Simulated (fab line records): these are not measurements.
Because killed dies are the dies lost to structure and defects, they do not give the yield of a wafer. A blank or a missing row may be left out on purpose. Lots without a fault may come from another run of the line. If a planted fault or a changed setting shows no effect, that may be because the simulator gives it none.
fab line records    flow sky130
[record] lots = 12  wafers = 36  last_day = 50
route steps=708 shown VIA3@585 METAL4@599 CAP2M@615 PAD_OPEN@708
lots with no fault: from the same line, run without faults
start_h: start of the lot's first displayed wafer, in hours after the record's first day    wait_h: hours since the lot's step before    " unchanged from the row above    L1.1+2: one row covering several wafers at once    - no value, or no start was given    * or withheld: withheld    < > ~ a bound
route shown NAME@n: a module of which the file shows steps, and the number in the route of the first    usual: mean and standard deviation over wafers with no fault    same: alike in all rows    chamber/n: place in a boat    sites: the reading at each site    _std_site: standard deviation of those values    _edge_site: outer sites' mean less inner sites'    radius_mm: for every site, how far away it sits from the centre of the wafer    mask NAME#n: copy n    behind: tool/chamber where the wafer was last shaped    hold: the reason the lot was held/the length of the hold in hours/how it ended    device: the transistor (n, p or np) that didn't switch    end of line: at the end of the route, the tests of the same wafers    for a step that has no rows: nothing shown but its recipe    killed: not the wafer's yield, but the dies lost to structure and defects at the first sort    map: a wafer's dies, x killed, . not, _ none there
set.NAME: the setting that was run; set.NAME@STEP: the one run at that earlier step    model.NAME: the simulator's own value behind a step, which no gauge read
a sample of lots followed through the steps of the route, with each step as a table and each wafer as a row
services: when a tool's chamber went out of use (start_h, in hours from the record's first day, below 0 if earlier), for how many hours, and the reason
[[steps]]
[step SKY_VIA3_CD_MEAS_12]
[recipe] target_cd_nm = 200
[usual] cd_nm = 199.7/1.4
lot.wafer  tool       chamber  start_h  wait_h  cd_nm
L674.2     cd_sem-01  -        934.00   -       199.9
L674.3     "          -        "        "       199.5
L674.6     "          -        "        "       199.4
L676.1     cd_sem-02  -        945.29   -       200.6
L676.2     "          -        "        "       200.5
L676.5     "          -        "        "       199.8
L679.1     cd_sem-02  -        991.04   -       200.7
L679.3     "          -        "        "       200.6
L679.5     "          -        "        "       200.2
L678.1     cd_sem-02  -        992.09   -       202.9
L678.2     "          -        "        "       202.7
L678.6     "          -        "        "       202.5
L684.1     cd_sem-02  -        1007.38  -       196.9
L684.2     "          -        "        "       199.0
L684.3     "          -        "        "       197.5
L685.1     cd_sem-02  -        1018.89  -       200.2
L685.3     "          -        "        "       199.2
L685.5     "          -        "        "       198.7
L686.1     cd_sem-01  -        1022.99  -       198.3
L686.3     "          -        "        "       199.3
L686.5     "          -        "        "       197.6
L687.1     cd_sem-02  -        1026.14  -       197.6
L687.2     "          -        "        "       198.7
L687.5     "          -        "        "       199.4
L688.1     cd_sem-01  -        1033.69  -       201.1
L688.5     "          -        "        "       202.2
L688.6     "          -        "        "       202.2
L689.1     cd_sem-01  -        1043.48  -       201.6
L689.2     "          -        "        "       199.2
L689.4     "          -        "        "       199.0
L691.2     cd_sem-01  -        1063.56  -       200.6
L691.3     "          -        "        "       199.6
L691.4     "          -        "        "       198.9
L696.3     cd_sem-02  -        1074.38  -       200.4
L696.4     "          -        "        "       199.5
L696.6     "          -        "        "       199.2
[step SKY_METAL4_SPUTTER_01]
[recipe] material = TiN  target_thk_nm = 20  power_w = 6500  time_s = 16.7  chamber_pressure_pa = 0.4
[usual] chamber_pressure_pa = 0.3999/0.00081  throttle_valve_pct = 30.4/0.69
[same] time_s = 16.7
lot.wafer  tool            chamber  start_h  wait_h  chamber_pressure_pa  throttle_valve_pct
L674.2     pvd_sputter-03  -        935.75   0.0     0.3998               30.5
L674.3     "               -        "        "       0.4008               31.2
L674.6     "               -        "        "       0.4002               30.7
L676.1     pvd_sputter-03  -        946.88   0.0     0.4001               31.4
L676.2     "               -        "        "       0.4002               30.7
L676.5     "               -        "        "       0.3999               30.6
L679.1     pvd_sputter-04  -        992.58   0.0     0.3991               30.9
L679.3     "               -        "        "       0.4005               29.9
L679.5     "               -        "        "       0.3996               31.1
L678.1     pvd_sputter-04  -        993.63   0.0     0.4011               30.5
L678.2     "               -        "        "       0.3999               30.5
L678.6     "               -        "        "       0.4007               30.9
L684.1     pvd_sputter-03  -        1009.01  0.0     0.3999               30.5
L684.2     "               -        "        "       0.3998               30.8
L684.3     "               -        "        "       0.4001               30.0
L685.1     pvd_sputter-03  -        1020.76  0.0     0.3996               30.5
L685.3     "               -        "        "       0.3997               30.7
L685.5     "               -        "        "       0.3983               31.0
L686.1     pvd_sputter-03  -        1024.57  0.0     0.3989               29.5
L686.3     "               -        "        "       0.4006               30.9
L686.5     "               -        "        "       0.3998               29.5
L687.1     pvd_sputter-03  -        1027.69  0.0     0.3707               32.4
L687.2     "               -        "        "       0.3700               32.0
L687.5     "               -        "        "       0.3705               30.9
L688.1     pvd_sputter-01  -        1035.30  0.0     0.3988               29.0
L688.5     "               -        "        "       0.4000               28.8
L688.6     "               -        "        "       0.4011               30.3
L689.1     pvd_sputter-03  -        1045.06  0.0     0.3711               31.8
L689.2     "               -        "        "       0.3696               32.8
L689.4     "               -        "        "       0.3709               30.9
L691.2     pvd_sputter-04  -        1065.13  0.0     0.3992               30.0
L691.3     "               -        "        "       0.4005               30.8
L691.4     "               -        "        "       0.4001               29.8
L696.3     pvd_sputter-04  -        1075.93  0.0     0.3988               30.9
L696.4     "               -        "        "       0.4005               30.7
L696.6     "               -        "        "       0.4005               30.6
[step SKY_CAP2M_OVL_MEAS_12]
[usual] CAP2M_OVL = 0.5/1.5
lot.wafer  tool        chamber  start_h  wait_h  CAP2M_OVL[nm]
L674.2     overlay-02  -        959.75   0.1     -1.5
L674.3     "           -        "        "       -0.9
L674.6     "           -        "        "       -0.1
L676.1     overlay-02  -        968.64   0.1     1.1
L676.2     "           -        "        "       0.1
L676.5     "           -        "        "       0.5
L679.1     overlay-02  -        1015.49  0.1     -0.2
L679.3     "           -        "        "       -0.9
L679.5     "           -        "        "       -1.7
L678.1     overlay-02  -        1016.44  0.1     -0.2
L678.2     "           -        "        "       0.4
L678.6     "           -        "        "       0.0
L684.1     overlay-01  -        1031.04  0.1     1.1
L684.2     "           -        "        "       2.0
L684.3     "           -        "        "       0.2
L685.1     overlay-02  -        1043.61  0.1     -2.4
L685.3     "           -        "        "       -2.9
L685.5     "           -        "        "       -3.6
L686.1     overlay-02  -        1047.26  0.1     0.7
L686.3     "           -        "        "       -1.0
L686.5     "           -        "        "       0.2
L687.1     overlay-02  -        1049.54  0.1     -1.9
L687.2     "           -        "        "       -0.7
L687.5     "           -        "        "       -1.6
L688.1     overlay-01  -        1056.41  0.1     1.3
L688.5     "           -        "        "       3.0
L688.6     "           -        "        "       3.1
L689.1     overlay-01  -        1066.91  0.1     -0.2
L689.2     "           -        "        "       0.9
L689.4     "           -        "        "       1.4
L691.2     overlay-02  -        1085.92  0.1     1.3
L691.3     "           -        "        "       0.8
L691.4     "           -        "        "       -0.8
L696.3     overlay-01  -        1096.51  0.1     1.1
L696.4     "           -        "        "       4.7
L696.6     "           -        "        "       3.7
[step SKY_METAL4_DESCUM_15]
[recipe] chemistry = O2  source_power_w = 150  bias_power_w = 0  pressure_mtorr = 10  temp_c = 40  time_s = 8
[usual] drypump_motor_current_A = 5.6/0.39  he_backside_leak_sccm = 3.43/0.23  oes_product_au = 0.999/0.007
[same] time_s = 8
lot.wafer  tool          chamber  start_h  wait_h  drypump_motor_current_A  he_backside_leak_sccm  oes_product_au  rf_hours_counter_h
L674.2     rie_metal-02  0        983.77   0.0     6.2                      3.40                   0.999           12
L674.3     "             0        "        "       6.1                      3.37                   1.003           -
L674.6     "             1        "        "       5.3                      3.32                   1.011           -
L676.1     rie_metal-03  0        992.49   0.0     5.8                      3.28                   0.999           12
L676.2     "             1        "        "       5.1                      3.19                   1.005           16
L676.5     "             1        "        "       5.1                      3.14                   0.999           -
L679.1     rie_metal-03  0        1039.07  0.0     5.8                      3.28                   1.002           14
L679.3     "             1        "        "       5.1                      3.05                   0.992           -
L679.5     "             1        "        "       5.1                      3.39                   0.992           -
L678.1     rie_metal-03  0        1040.07  0.0     5.8                      3.71                   0.997           14
L678.2     "             1        "        "       5.1                      3.20                   0.997           19
L678.6     "             1        "        "       5.1                      3.12                   0.987           -
L684.1     rie_metal-01  1        1053.32  0.0     5.1                      3.35                   0.996           14
L684.2     "             0        "        "       5.9                      3.46                   1.000           16
L684.3     "             0        "        "       5.9                      3.59                   1.004           -
L685.1     rie_metal-02  1        1066.73  0.0     5.4                      3.57                   1.016           19
L685.3     "             1        "        "       5.4                      3.85                   1.002           -
L685.5     "             0        "        "       6.2                      3.40                   0.996           -
L686.1     rie_metal-01  1        1070.00  0.0     5.1                      3.48                   1.003           16
L686.3     "             0        "        "       5.9                      3.67                   0.990           -
L686.5     "             1        "        "       5.1                      3.53                   1.004           -
L687.1     rie_metal-02  1        1071.27  0.0     5.3                      3.64                   0.995           20
L687.2     "             0        "        "       6.2                      3.47                   1.003           17
L687.5     "             0        "        "       6.1                      3.54                   0.996           -
L688.1     rie_metal-01  0        1077.67  0.0     5.9                      3.98                   0.998           18
L688.5     "             1        "        "       5.1                      3.28                   1.015           -
L688.6     "             0        "        "       5.9                      3.84                   0.999           -
L689.1     rie_metal-03  0        1088.72  0.0     5.8                      3.15                   0.999           18
L689.2     "             1        "        "       5.1                      3.09                   0.986           22
L689.4     "             1        "        "       5.1                      3.28                   1.002           -
L691.2     rie_metal-03  1        1106.97  0.0     5.1                      3.27                   0.989           24
L691.3     "             0        "        "       5.8                      3.41                   0.995           -
L691.4     "             1        "        "       5.1                      3.18                   0.991           -
L696.3     rie_metal-03  1        1117.61  0.0     5.1                      3.35                   0.986           -
L696.4     "             0        "        "       5.8                      3.36                   1.001           -
L696.6     "             1        "        "       5.1                      3.41                   0.997           -
[step SKY_PAD_OPEN_PROBE_99]
[usual] defect_limited_yield = 82.2/1.8  killed_at_M0_to_M3 = 44/6  killed_at_M4_up = 3.3/2.1  killed_at_contacts = 25/5.5  killed_at_front_end = 15/4.3  killed_at_other = 0.2/0.41  killed_dies = 88/9.1  killed_open = 48/6.6  killed_short = 39/6.7  sort_bin_3_pad_short = 0.9/0.4  sort_bin_5_function = 10.4/1.5  sort_bin_6_memory = 6.5/1.1  sort_n_pass = 404/9.1  sort_yield_pct = 82.2/1.8
[same] gross_dies = 492  killed_at_back_side = 0  sort_bin_4_leakage[%] = 0  sort_bin_8_speed[%] = 0
lot.wafer  tool       chamber  start_h  wait_h  defect_limited_yield[%]  killed_at_M0_to_M3  killed_at_M4_up  killed_at_contacts  killed_at_front_end  killed_at_other  killed_dies  killed_open  killed_short  sort_bin_3_pad_short[%]  sort_bin_5_function[%]  sort_bin_6_memory[%]  sort_n_pass  sort_yield_pct[%]
L674.2     prober-01  -        1076.86  0.1     85.0                     32                  2                28                  12                   0                74           44           30            0.4                      7.7                     6.9                   418          85.0
L674.3     prober-01  -        1076.91  0.2     86.2                     37                  2                23                  6                    0                68           44           24            1.2                      5.9                     6.7                   424          86.2
L674.6     prober-01  -        1077.06  0.2     83.9                     35                  0                27                  17                   0                79           42           37            0.2                      9.3                     6.5                   413          83.9
L676.1     prober-01  -        1087.58  0.1     80.3                     49                  4                28                  16                   0                97           54           43            1.6                      10.8                    7.3                   395          80.3
L676.2     prober-01  -        1087.63  0.1     81.1                     42                  4                29                  18                   0                93           47           46            1.2                      11.8                    5.9                   399          81.1
L676.5     prober-01  -        1087.78  0.2     81.7                     53                  3                25                  9                    0                90           51           39            1.0                      9.8                     7.5                   402          81.7
L679.1     prober-01  -        1128.22  0.1     80.7                     38                  4                32                  20                   1                95           44           51            1.2                      10.4                    7.7                   397          80.7
L679.3     prober-01  -        1128.32  0.2     84.8                     32                  3                24                  16                   0                75           41           34            1.0                      8.9                     5.3                   417          84.8
L679.5     prober-01  -        1128.42  0.2     84.1                     43                  4                12                  18                   1                78           29           49            1.0                      8.5                     6.3                   414          84.1
L678.1     prober-02  -        1130.10  0.1     82.3                     46                  2                14                  25                   0                87           55           32            0.6                      10.0                    7.1                   405          82.3
L678.2     prober-02  -        1130.15  0.1     78.5                     49                  8                25                  24                   0                106          57           49            1.0                      12.4                    8.1                   386          78.5
L678.6     prober-02  -        1130.35  0.2     82.1                     44                  4                21                  19                   0                88           43           44            0.6                      10.0                    7.3                   404          82.1
L684.1     prober-01  -        1140.71  0.1     85.2                     47                  2                16                  8                    0                73           47           26            0.8                      8.1                     5.9                   419          85.2
L684.2     prober-01  -        1140.76  0.1     79.1                     46                  3                32                  22                   0                103          54           48            1.6                      10.4                    8.9                   389          79.1
L684.3     prober-01  -        1140.81  0.2     83.3                     45                  3                20                  14                   0                82           55           27            0.4                      10.2                    6.1                   410          83.3
L685.1     prober-02  -        1153.32  0.1     83.5                     43                  1                25                  12                   0                81           41           40            0.8                      8.9                     6.7                   411          83.5
L685.3     prober-02  -        1153.42  0.2     80.3                     55                  7                22                  13                   0                97           56           41            2.0                      9.1                     8.5                   395          80.3
L685.5     prober-02  -        1153.52  0.2     82.5                     41                  4                17                  24                   0                86           47           39            0.4                      10.8                    6.3                   406          82.5
L686.1     prober-01  -        1155.15  0.1     82.9                     46                  2                19                  17                   0                84           40           44            1.4                      10.4                    5.3                   408          82.9
L686.3     prober-01  -        1155.25  0.2     81.9                     45                  2                18                  24                   0                89           46           43            1.0                      10.6                    6.5                   403          81.9
L686.5     prober-01  -        1155.35  0.2     80.5                     57                  2                16                  21                   0                96           50           46            0.6                      11.8                    7.1                   396          80.5
L687.1     prober-02  -        1157.07  0.1     84.6                     46                  4                19                  7                    0                76           46           29            1.4                      9.1                     4.9                   416          84.6
L687.2     prober-02  -        1157.12  0.1     85.0                     36                  2                19                  17                   0                74           42           31            0.6                      8.1                     6.3                   418          85.0
L687.5     prober-02  -        1157.27  0.2     80.7                     46                  1                33                  15                   0                95           62           31            0.2                      11.6                    7.5                   397          80.7
L688.1     prober-01  -        1161.70  0.1     81.3                     43                  6                32                  11                   0                92           45           47            1.2                      11.4                    6.1                   400          81.3
L688.5     prober-01  -        1161.90  0.2     82.1                     47                  3                19                  19                   0                88           45           43            0.4                      11.2                    6.3                   404          82.1
L688.6     prober-01  -        1161.95  0.2     80.3                     50                  0                33                  13                   1                97           57           40            2.0                      10.2                    7.5                   395          80.3
L689.1     prober-02  -        1171.63  0.1     83.5                     41                  4                27                  9                    0                81           46           35            0.6                      9.3                     6.5                   411          83.5
L689.2     prober-02  -        1171.68  0.1     81.5                     47                  3                27                  14                   0                91           40           51            1.2                      10.4                    6.9                   401          81.5
L689.4     prober-02  -        1171.78  0.2     81.5                     41                  2                24                  24                   0                91           54           37            1.0                      11.2                    6.3                   401          81.5
L691.2     prober-02  -        1185.21  0.1     81.1                     46                  2                25                  19                   1                93           51           42            1.2                      10.4                    7.3                   399          81.1
L691.3     prober-02  -        1185.26  0.2     81.1                     45                  5                28                  15                   0                93           48           45            0.6                      10.6                    7.7                   399          81.1
L691.4     prober-02  -        1185.31  0.2     82.7                     37                  0                27                  21                   0                85           58           27            0.8                      8.9                     7.5                   407          82.7
L696.3     prober-01  -        1196.01  0.2     79.9                     55                  1                24                  19                   0                99           51           48            0.4                      12.4                    7.3                   393          79.9
L696.4     prober-01  -        1196.06  0.2     83.9                     36                  1                32                  10                   0                79           50           29            0.2                      8.3                     7.5                   413          83.9
L696.6     prober-01  -        1196.16  0.2     79.1                     46                  2                28                  26                   1                103          57           46            0.6                      11.0                    9.3                   389          79.1
// killed by level:class
L674.2 VIA1:geometric_particle:open=11 CONTACT:geometric_particle:open=10 LI_CONTACT:geometric_particle:open=6 LOCAL_INTERCONNECT:geometric_particle:short=5 VIA2:geometric_particle:open=5 FIELD_ISO:geometric_particle:short=3 FIELD_ISO:geometric_particle:open=3 POLY_GATE:geometric_particle:open=3
L674.3 CONTACT:geometric_particle:open=12 VIA1:geometric_particle:open=12 VIA1:geometric_particle:short=6 VIA3:geometric_particle:open=5 LI_CONTACT:geometric_particle:open=4 METAL2:geometric_particle:short=4 VIA2:geometric_particle:open=4 LOCAL_INTERCONNECT:geometric_particle:short=3
L674.6 VIA1:geometric_particle:open=12 CONTACT:geometric_particle:open=8 LI_CONTACT:geometric_particle:open=6 CONTACT:geometric_particle:short=6 POLY_GATE:geometric_particle:short=5 VIA3:geometric_particle:open=5 VIA1:geometric_particle:short=5 METAL3:geometric_particle:short=4
L676.1 VIA1:geometric_particle:open=10 LI_CONTACT:geometric_particle:open=9 VIA2:geometric_particle:open=9 CONTACT:geometric_particle:open=8 VIA1:geometric_particle:short=6 VIA2:geometric_particle:short=5 CONTACT:geometric_particle:short=5 VIA3:geometric_particle:open=5
L676.2 CONTACT:geometric_particle:open=10 LOCAL_INTERCONNECT:geometric_particle:short=9 VIA1:geometric_particle:open=9 POLY_GATE:geometric_particle:open=7 VIA3:geometric_particle:open=7 METAL2:geometric_particle:short=7 FIELD_ISO:geometric_particle:short=6 VIA2:geometric_particle:open=5
L676.5 VIA1:geometric_particle:open=10 CONTACT:geometric_particle:open=9 CONTACT:geometric_particle:short=8 VIA1:geometric_particle:short=7 VIA2:geometric_particle:open=7 VIA3:geometric_particle:open=7 LI_CONTACT:geometric_particle:open=6 METAL2:geometric_particle:short=5
L679.1 CONTACT:geometric_particle:open=10 POLY_GATE:geometric_particle:short=8 VIA1:geometric_particle:open=8 VIA2:geometric_particle:open=8 LOCAL_INTERCONNECT:geometric_particle:short=6 METAL2:geometric_particle:short=6 LI_CONTACT:geometric_particle:short=5 LI_CONTACT:geometric_particle:open=5
L679.3 CONTACT:geometric_particle:open=9 VIA1:geometric_particle:open=8 POLY_GATE:geometric_particle:open=6 CONTACT:geometric_particle:short=5 VIA1:geometric_particle:short=5 METAL3:geometric_particle:short=5 LOCAL_INTERCONNECT:geometric_particle:short=4 VIA2:geometric_particle:open=4
L679.5 POLY_GATE:geometric_particle:short=10 VIA2:geometric_particle:open=9 METAL2:geometric_particle:short=7 VIA1:geometric_particle:open=5 METAL3:geometric_particle:short=5 FIELD_ISO:geometric_particle:short=4 CONTACT:geometric_particle:open=4 VIA1:geometric_particle:short=4
L678.1 VIA1:geometric_particle:open=18 FIELD_ISO:geometric_particle:open=10 POLY_GATE:geometric_particle:open=8 CONTACT:geometric_particle:open=6 METAL2:geometric_particle:short=6 FIELD_ISO:geometric_particle:short=5 VIA2:geometric_particle:short=4 VIA2:geometric_particle:open=4
L678.2 LI_CONTACT:geometric_particle:open=11 CONTACT:geometric_particle:open=10 VIA1:geometric_particle:short=9 METAL2:geometric_particle:short=8 FIELD_ISO:geometric_particle:short=7 POLY_GATE:geometric_particle:open=7 VIA1:geometric_particle:open=7 FIELD_ISO:geometric_particle:open=6
L678.6 VIA1:geometric_particle:open=8 VIA2:geometric_particle:open=8 CONTACT:geometric_particle:short=6 POLY_GATE:geometric_particle:short=6 VIA3:geometric_particle:open=6 METAL2:geometric_particle:short=6 FIELD_ISO:geometric_particle:short=5 CONTACT:geometric_particle:open=5
L684.1 VIA1:geometric_particle:open=15 VIA2:geometric_particle:open=10 CONTACT:geometric_particle:open=6 METAL3:geometric_particle:short=5 METAL1:geometric_particle:short=5 POLY_GATE:geometric_particle:open=4 LI_CONTACT:geometric_particle:open=4 VIA1:geometric_particle:short=4
L684.2 CONTACT:geometric_particle:open=11 LI_CONTACT:geometric_particle:open=8 VIA3:geometric_particle:open=8 FIELD_ISO:geometric_particle:open=7 METAL1:geometric_particle:short=7 VIA3:geometric_particle:short=6 VIA1:geometric_particle:open=5 POLY_GATE:geometric_particle:short=4
L684.3 VIA1:geometric_particle:open=15 CONTACT:geometric_particle:open=10 VIA3:geometric_particle:open=7 POLY_GATE:geometric_particle:open=6 VIA2:geometric_particle:short=5 VIA2:geometric_particle:open=5 FIELD_ISO:geometric_particle:open=4 LI_CONTACT:geometric_particle:open=4
L685.1 CONTACT:geometric_particle:open=10 VIA1:geometric_particle:open=8 VIA1:geometric_particle:short=8 VIA3:geometric_particle:open=7 LI_CONTACT:geometric_particle:short=5 CONTACT:geometric_particle:short=5 METAL2:geometric_particle:short=5 FIELD_ISO:geometric_particle:short=4
L685.3 VIA1:geometric_particle:open=12 VIA2:geometric_particle:open=11 CONTACT:geometric_particle:open=9 POLY_GATE:geometric_particle:open=7 METAL2:geometric_particle:short=7 METAL1:geometric_particle:short=6 VIA3:geometric_particle:short=6 LI_CONTACT:geometric_particle:open=5
L685.5 VIA2:geometric_particle:open=9 FIELD_ISO:geometric_particle:short=8 CONTACT:geometric_particle:open=7 VIA1:geometric_particle:open=6 LI_CONTACT:geometric_particle:open=6 FIELD_ISO:geometric_particle:open=5 POLY_GATE:geometric_particle:short=5 VIA1:geometric_particle:short=5
L686.1 VIA1:geometric_particle:open=12 VIA1:geometric_particle:short=7 VIA2:geometric_particle:open=6 LOCAL_INTERCONNECT:geometric_particle:short=6 FIELD_ISO:geometric_particle:short=5 CONTACT:geometric_particle:open=5 METAL2:geometric_particle:short=5 POLY_GATE:geometric_particle:open=4
L686.3 VIA1:geometric_particle:open=16 FIELD_ISO:geometric_particle:short=9 METAL1:geometric_particle:short=7 FIELD_ISO:geometric_particle:open=5 POLY_GATE:geometric_particle:short=5 LI_CONTACT:geometric_particle:open=5 CONTACT:geometric_particle:short=4 CONTACT:geometric_particle:open=4
L686.5 VIA1:geometric_particle:open=12 METAL1:geometric_particle:short=12 VIA2:geometric_particle:open=11 CONTACT:geometric_particle:open=8 FIELD_ISO:geometric_particle:short=6 VIA3:geometric_particle:short=5 VIA3:geometric_particle:open=5 FIELD_ISO:geometric_particle:open=4
L687.1 VIA3:geometric_particle:open=10 VIA1:geometric_particle:open=10 CONTACT:geometric_particle:open=8 METAL1:geometric_particle:short=7 LI_CONTACT:geometric_particle:open=4 CONTACT:geometric_particle:short=4 VIA2:geometric_particle:open=4 POLY_GATE:geometric_particle:open=3
L687.2 VIA2:geometric_particle:open=8 CONTACT:geometric_particle:open=7 LI_CONTACT:geometric_particle:open=7 METAL2:geometric_particle:short=7 FIELD_ISO:geometric_particle:open=5 VIA1:geometric_particle:open=5 FIELD_ISO:geometric_particle:short=3 POLY_GATE:geometric_particle:open=3
L687.5 CONTACT:geometric_particle:open=20 VIA1:geometric_particle:open=14 LI_CONTACT:geometric_particle:open=6 VIA3:geometric_particle:open=6 VIA2:geometric_particle:short=5 VIA1:geometric_particle:short=5 POLY_GATE:geometric_particle:open=4 FIELD_ISO:geometric_particle:short=3
L688.1 VIA1:geometric_particle:open=12 CONTACT:geometric_particle:open=8 LOCAL_INTERCONNECT:geometric_particle:short=7 METAL2:geometric_particle:short=7 LI_CONTACT:geometric_particle:open=7 CONTACT:geometric_particle:short=6 VIA1:geometric_particle:short=6 VIA2:geometric_particle:open=5
L688.5 POLY_GATE:geometric_particle:open=7 VIA1:geometric_particle:open=7 VIA1:geometric_particle:short=7 LI_CONTACT:geometric_particle:short=6 METAL1:geometric_particle:short=6 VIA3:geometric_particle:open=6 LI_CONTACT:geometric_particle:open=5 FIELD_ISO:geometric_particle:open=4
L688.6 CONTACT:geometric_particle:open=17 VIA1:geometric_particle:open=12 VIA1:geometric_particle:short=8 METAL2:geometric_particle:short=8 LI_CONTACT:geometric_particle:open=7 VIA2:geometric_particle:open=6 POLY_GATE:geometric_particle:open=5 LI_CONTACT:geometric_particle:short=4
L689.1 VIA1:geometric_particle:open=12 LI_CONTACT:geometric_particle:open=8 VIA1:geometric_particle:short=6 CONTACT:geometric_particle:short=5 CONTACT:geometric_particle:open=5 VIA2:geometric_particle:open=5 VIA3:geometric_particle:open=5 LI_CONTACT:geometric_particle:short=4
L689.2 METAL1:geometric_particle:short=12 CONTACT:geometric_particle:open=11 VIA1:geometric_particle:open=9 CONTACT:geometric_particle:short=7 VIA1:geometric_particle:short=7 VIA2:geometric_particle:open=5 METAL2:geometric_particle:short=5 POLY_GATE:geometric_particle:short=4
L689.4 CONTACT:geometric_particle:open=14 FIELD_ISO:geometric_particle:short=9 VIA1:geometric_particle:open=9 VIA2:geometric_particle:open=7 VIA3:geometric_particle:open=7 FIELD_ISO:geometric_particle:open=5 LI_CONTACT:geometric_particle:open=5 VIA1:geometric_particle:short=5
L691.2 VIA1:geometric_particle:open=18 LI_CONTACT:geometric_particle:open=8 VIA3:geometric_particle:open=7 CONTACT:geometric_particle:open=5 CONTACT:geometric_particle:short=5 VIA1:geometric_particle:short=5 FIELD_ISO:geometric_particle:open=4 LI_CONTACT:geometric_particle:short=4
L691.3 CONTACT:geometric_particle:short=11 CONTACT:geometric_particle:open=10 VIA1:geometric_particle:open=8 VIA3:geometric_particle:open=8 LI_CONTACT:geometric_particle:open=6 VIA2:geometric_particle:open=6 VIA1:geometric_particle:short=5 METAL2:geometric_particle:short=5
L691.4 CONTACT:geometric_particle:open=14 VIA3:geometric_particle:open=8 POLY_GATE:geometric_particle:open=7 LI_CONTACT:geometric_particle:open=7 VIA1:geometric_particle:open=7 VIA2:geometric_particle:open=7 CONTACT:geometric_particle:short=5 FIELD_ISO:geometric_particle:short=4
L696.3 VIA1:geometric_particle:open=13 VIA1:geometric_particle:short=9 LI_CONTACT:geometric_particle:open=7 CONTACT:geometric_particle:open=7 VIA2:geometric_particle:open=6 METAL2:geometric_particle:short=5 POLY_GATE:geometric_particle:short=5 VIA3:geometric_particle:open=5
L696.4 VIA1:geometric_particle:open=12 LI_CONTACT:geometric_particle:open=11 CONTACT:geometric_particle:open=11 LOCAL_INTERCONNECT:geometric_particle:short=5 METAL2:geometric_particle:short=5 POLY_GATE:geometric_particle:open=4 VIA2:geometric_particle:open=4 VIA3:geometric_particle:open=4
L696.6 CONTACT:geometric_particle:open=11 VIA1:geometric_particle:open=9 FIELD_ISO:geometric_particle:short=7 VIA1:geometric_particle:short=7 POLY_GATE:geometric_particle:open=6 LI_CONTACT:geometric_particle:open=6 METAL2:geometric_particle:short=6 FIELD_ISO:geometric_particle:open=5
[[services]]
tool            chamber  start_h  hours  kind
rie_metal-02    1        917.11   2.6    repair
pvd_sputter-03  -        920.18   1.9    repair
pvd_sputter-04  -        942.44   1.1    repair
rie_metal-01    -        954.43   2.8    pm
rie_metal-03    -        971.97   0.5    repair
rie_metal-02    -        973.21   2.7    repair
pvd_sputter-04  -        976.07   8.4    repair
rie_metal-02    -        1009.11  2.1    repair
pvd_sputter-03  -        1033.43  6.9    repair
pvd_sputter-01  -        1044.90  6.3    repair
pvd_sputter-04  -        1087.13  9.2    repair
rie_metal-01    0        1087.74  5.5    repair
rie_metal-01    1        1089.90  21.7   repair
pvd_sputter-03  -        1113.78  4.8    repair
[[key]]
[first_sign] step = SKY_METAL4_SPUTTER_01  reading = chamber_pressure_pa  direction = down  sigmas = 37  usual = 0.3999  struck = 0.3705
[effect] step = SKY_METAL4_SPUTTER_01  reading = throttle_valve_pct  direction = up  sigmas = 2  usual = 30.4  struck = 31.8
met_at SKY_METAL4_SPUTTER_01
struck_lots L687,L689
not_acting_at SKY_VIA3_CD_MEAS_12,SKY_CAP2M_OVL_MEAS_12,SKY_METAL4_DESCUM_15
onset_between 1024.57 1027.69
[fault] kind = process_parameter_drift  tool = pvd_sputter-03  chamber = -  onset_h = 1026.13  steps = SKY_METAL4_SPUTTER_01  channel = chamber_pressure_pa  offset = -0.028975  shape = step  end_h = 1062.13  acts_in = these_recipes_only  stated = 0.4
